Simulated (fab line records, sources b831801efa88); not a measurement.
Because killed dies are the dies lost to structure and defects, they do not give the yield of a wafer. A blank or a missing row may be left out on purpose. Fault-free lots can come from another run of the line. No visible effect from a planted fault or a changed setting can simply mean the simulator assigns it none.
Which tool did it? | flow gf180mcu | 36 wafers from 12 lots sampled at 5 of the route's 602 steps

== WHAT THE GAUGES SHOWED, per wafer ==
GF_DUAL_GATE_THK_MEAS_03.
lot  | measured     | on            | DUAL_GATE_OXIDATION_00_THK (nm)
L544 | day 7 17:02  | film-metro-03 | 10.94 10.86 10.99
L545 | day 7 22:31  | film-metro-04 | 10.55 10.46 10.56
L546 | day 8 05:26  | film-metro-03 | 10.60 10.78 10.63
L547 | day 8 12:23  | film-metro-03 | 10.91 10.88 10.81
L548 | day 8 18:26  | film-metro-01 | 11.02 10.95 10.95
L554 | day 10 14:24 | film-metro-04 | 10.96 10.78 10.72
L555 | day 10 18:46 | film-metro-03 | 10.48 10.35 10.39
L559 | day 11 23:46 | film-metro-01 | 10.59 10.40 10.70
L561 | day 13 02:47 | film-metro-03 | 10.56 10.63 10.36
L563 | day 13 10:22 | film-metro-04 | 10.87 10.80 10.67
L567 | day 14 04:55 | film-metro-01 | 10.89 10.91 10.85
L566 | day 14 07:06 | film-metro-01 | 10.95 10.83 10.91

GF_POLY_GATE_CD_MEAS_18.
lot  | measured     | on        | cd-nm (nm)
L544 | day 9 08:19  | cd-sem-01 | 280.5 282.2 283.2
L545 | day 9 16:16  | cd-sem-02 | 282.4 281.0 277.5
L546 | day 9 21:13  | cd-sem-01 | 281.3 280.2 278.7
L547 | day 10 06:02 | cd-sem-01 | 281.0 278.7 285.0
L548 | day 10 12:59 | cd-sem-01 | 281.2 279.1 282.7
L554 | day 12 09:23 | cd-sem-01 | 279.8 281.1 281.2
L555 | day 12 13:49 | cd-sem-01 | 279.1 277.5 276.9
L559 | day 13 20:05 | cd-sem-02 | 283.1 282.5 281.9
L561 | day 15 02:17 | cd-sem-02 | 276.1 280.8 277.1
L563 | day 15 09:32 | cd-sem-02 | 276.9 279.4 276.6
L567 | day 16 06:38 | cd-sem-02 | 276.6 279.0 277.5
L566 | day 16 09:07 | cd-sem-01 | 283.7 281.7 279.6

== TOOL THAT RAN EACH LOT (tool first, then ch and the chambers of the sampled wafers, then the start) ==
lot  | GF_DNWELL_COAT_02                | GF_DNWELL_STRIP_08                  | GF_VT_IMPLANT_RTA_45
L544 | litho-track-01 ch 0, day 2 14:22 | plasma-asher-04 ch 0,1, day 2 21:10 | rtp-anneal-02 ch 0, day 7 14:50
L545 | litho-track-03 ch 0, day 2 19:50 | plasma-asher-02 ch 0,1, day 3 02:31 | rtp-anneal-02 ch 0, day 7 20:18
L546 | litho-track-03 ch 0, day 3 01:25 | plasma-asher-04 ch 0,1, day 3 08:22 | rtp-anneal-02 ch 0, day 8 03:13
L547 | litho-track-04 ch 0, day 3 03:20 | plasma-asher-02 ch 0,1, day 3 10:25 | rtp-anneal-02 ch 0, day 8 09:11
L548 | litho-track-01 ch 0, day 3 10:40 | plasma-asher-03 ch 0,1, day 3 17:22 | rtp-anneal-02 ch 0, day 8 16:14
L554 | litho-track-03 ch 0, day 4 19:07 | plasma-asher-03 ch 0,1, day 5 02:29 | rtp-anneal-02 ch 0, day 10 11:01
L555 | litho-track-03 ch 0, day 5 00:01 | plasma-asher-03 ch 0,1, day 5 07:10 | rtp-anneal-01 ch 0, day 10 16:15
L559 | litho-track-01 ch 0, day 5 20:05 | plasma-asher-03 ch 0,1, day 6 03:16 | rtp-anneal-01 ch 0, day 11 19:45
L561 | litho-track-01 ch 0, day 6 15:31 | plasma-asher-02 ch 0,1, day 6 23:47 | rtp-anneal-01 ch 0, day 13 00:29
L563 | litho-track-04 ch 0, day 6 22:58 | plasma-asher-03 ch 0,1, day 7 06:58 | rtp-anneal-02 ch 0, day 13 08:10
L567 | litho-track-04 ch 0, day 7 12:31 | plasma-asher-04 ch 0,1, day 7 20:31 | rtp-anneal-02 ch 0, day 14 02:43
L566 | litho-track-01 ch 0, day 7 14:47 | plasma-asher-02 ch 0,1, day 7 23:19 | rtp-anneal-01 ch 0, day 14 04:34
- GF_DNWELL_COAT_02: resist thk 3000 nm.
- GF_DNWELL_STRIP_08: strips in O2/N2.
- GF_VT_IMPLANT_RTA_45: time 30 s.

== AS READ BY THE TOOLS THEMSELVES (means over the sampled wafers that have a number; for cases with no such wafer, the mark the record gives instead) ==
GF_DNWELL_COAT_02.
lot  | tool           | exhaust-pa (Pa)
L544 | litho-track-01 | 45.3
L545 | litho-track-03 | 45.3
L546 | litho-track-03 | 43.7
L547 | litho-track-04 | 43.9
L548 | litho-track-01 | 45.6
L554 | litho-track-03 | 45.8
L555 | litho-track-03 | 44.4
L559 | litho-track-01 | 44.6
L561 | litho-track-01 | 44.7
L563 | litho-track-04 | 44.8
L567 | litho-track-04 | 44.2
L566 | litho-track-01 | 44.4

GF_DNWELL_STRIP_08.
lot  | tool            | drypump-motor-current-A (A) | heater-power-w (W) | oes-product-au (a.u.) | platen-temp-c (C) | strip-time-to-endpoint-s (s)
L544 | plasma-asher-04 | 6.36                        | 300                | 0.720                 | 249.98            | 37.11
L545 | plasma-asher-02 | 6.40                        | 347                | 0.724                 | 249.89            | 36.96
L546 | plasma-asher-04 | 6.54                        | 320                | 0.719                 | 250.14            | 37.05
L547 | plasma-asher-02 | 6.39                        | 350                | 0.722                 | 249.99            | 37.04
L548 | plasma-asher-03 | 5.84                        | 354                | 0.727                 | 250.05            | 37.06
L554 | plasma-asher-03 | 5.91                        | 336                | 0.727                 | 250.07            | 38.07
L555 | plasma-asher-03 | 5.84                        | 358                | 0.725                 | 250.02            | 38.08
L559 | plasma-asher-03 | 5.89                        | 338                | 0.724                 | 249.88            | 37.17
L561 | plasma-asher-02 | 6.42                        | 329                | 0.722                 | 250.14            | 37.13
L563 | plasma-asher-03 | 5.90                        | 332                | 0.719                 | 250.23            | 36.96
L567 | plasma-asher-04 | 6.55                        | 317                | 0.721                 | 250.11            | 36.98
L566 | plasma-asher-02 | 6.38                        | 349                | 0.720                 | 250.12            | 37.21

GF_VT_IMPLANT_RTA_45.
lot  | tool          | lamp-power-pct (%) | wafer_temp_C_max
L544 | rtp-anneal-02 | 36.9               | 1053.4
L545 | rtp-anneal-02 | 36.9               | 1053.5
L546 | rtp-anneal-02 | 36.9               | 1053.8
L547 | rtp-anneal-02 | 36.9               | 1055.4
L548 | rtp-anneal-02 | 36.9               | 1054.3
L554 | rtp-anneal-02 | 36.9               | 1053.9
L555 | rtp-anneal-01 | 34.4               | 1053.7
L559 | rtp-anneal-01 | 34.5               | 1054.5
L561 | rtp-anneal-01 | 34.4               | 1054.0
L563 | rtp-anneal-02 | 36.8               | 1053.8
L567 | rtp-anneal-02 | 36.9               | 1053.5
L566 | rtp-anneal-01 | 34.4               | 1054.5

== THE ANSWER, worked out from the rows above alone ==
Rule: the usual values come from the lots themselves. The widest of any qualifying gaps counts: lots, ordered by their means at a reading, are off when they make up no more than a third of the lots, leave a main group of 4 or more, and stand apart from it by 3 or more times the standard deviation of that group's means. If all means in a main group match to the digits the tables above print for the reading, that group is not used. A lot without any number at a reading at which 4 lots or more have one is off too. The other lots that the step has rows for count as sound. First the gauges in route order, then the tools' own readings, where a lot's mean is used as printed above. The first step at which some lot is off is used, and at that step the reading that is off furthest; a lot without a number counts as furthest.
Off: L554, L555, at GF_DNWELL_STRIP_08 (strip-time-to-endpoint-s). For the main group the mean is 37.07 s and the standard deviation 0.083.
If a tool, at that step or one of the process steps before it, ran each lot that is off and ran no sound lot following the first of them, it fits. One fits: litho-track-03 at GF_DNWELL_COAT_02. A fault onset in the window from L546 (day 3 01:25, its last sound lot) to L554 (day 4 19:07, its first lot off) fits.

== WHAT THE SIMULATOR HAD PUT IN ==
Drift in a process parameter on litho-track-03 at GF_DNWELL_COAT_02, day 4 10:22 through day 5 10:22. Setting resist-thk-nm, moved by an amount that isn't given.
Lots struck among those shown: L554, L555. The rule above found the same.
